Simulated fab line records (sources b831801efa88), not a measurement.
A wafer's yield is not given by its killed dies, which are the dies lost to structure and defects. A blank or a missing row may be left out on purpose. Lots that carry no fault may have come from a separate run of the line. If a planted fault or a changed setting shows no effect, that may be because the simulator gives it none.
Which tool did it? | flow gf180mcu | 6 lots with 18 wafers sampled at 3 steps, on a route of 602 steps

WHAT EACH GAUGE READ, for each wafer
GF_PASSIVATION_THK_MEAS_03.
lot  | measured     | on           | PASSIVATION_CVD_02_THK (nm)
L763 | day 29 00:46 | filmMetro-02 | 676 710 707
L767 | day 30 03:49 | filmMetro-02 | 688 694 704
L774 | day 32 10:04 | filmMetro-04 | 697 700 714
L776 | day 32 19:59 | filmMetro-02 | 709 692 704
L779 | day 33 14:53 | filmMetro-04 | 696 692 699
L782 | day 34 06:52 | filmMetro-02 | 693 704 700

WHICH TOOL RAN EACH LOT (tool, then ch and the chambers of the sampled wafers, then the start)
lot  | GF_V1_STRIP_19                 | GF_V5_ETCH_16
L763 | wetBench-01 ch 2, day 19 04:57 | rieDiel-02 ch 0,1,2, day 28 02:46
L767 | wetBench-02 ch 0, day 20 16:00 | rieDiel-02 ch 0,2,3, day 29 06:07
L774 | wetBench-02 ch 0, day 23 14:36 | rieDiel-01 ch 0,1,3, day 31 14:40
L776 | wetBench-02 ch 1, day 24 03:23 | rieDiel-03 ch 0,1, day 32 00:25
L779 | wetBench-01 ch 3, day 25 03:15 | rieDiel-01 ch 1,2,3, day 32 20:46
L782 | wetBench-01 ch 0, day 26 04:03 | rieDiel-01 ch 1,2,3, day 33 13:10
- GF_V1_STRIP_19: strips in post etch residue remover, time 1200 s.
- GF_V5_ETCH_16: etches BARC in N2/H2.

THE ANSWER, worked out from the rows above alone
Rule: the lots themselves supply what counts as usual. The widest of any qualifying gaps counts: lots, ordered by their means at a reading, are off when they make up no more than a third of the lots, leave a main group of 4 or more, and stand apart from it by 3 or more times the standard deviation of that group's means. The tables above print the reading to a certain number of digits; a main group whose means all agree to those digits is not used. Also off: a lot with no number at a reading for which 4 or more lots have one. All remaining lots with rows at the step are treated as sound.
Across all readings shown, no lot is off: no conclusion can be drawn from this.

WHAT THE SIMULATOR HAD PUT IN
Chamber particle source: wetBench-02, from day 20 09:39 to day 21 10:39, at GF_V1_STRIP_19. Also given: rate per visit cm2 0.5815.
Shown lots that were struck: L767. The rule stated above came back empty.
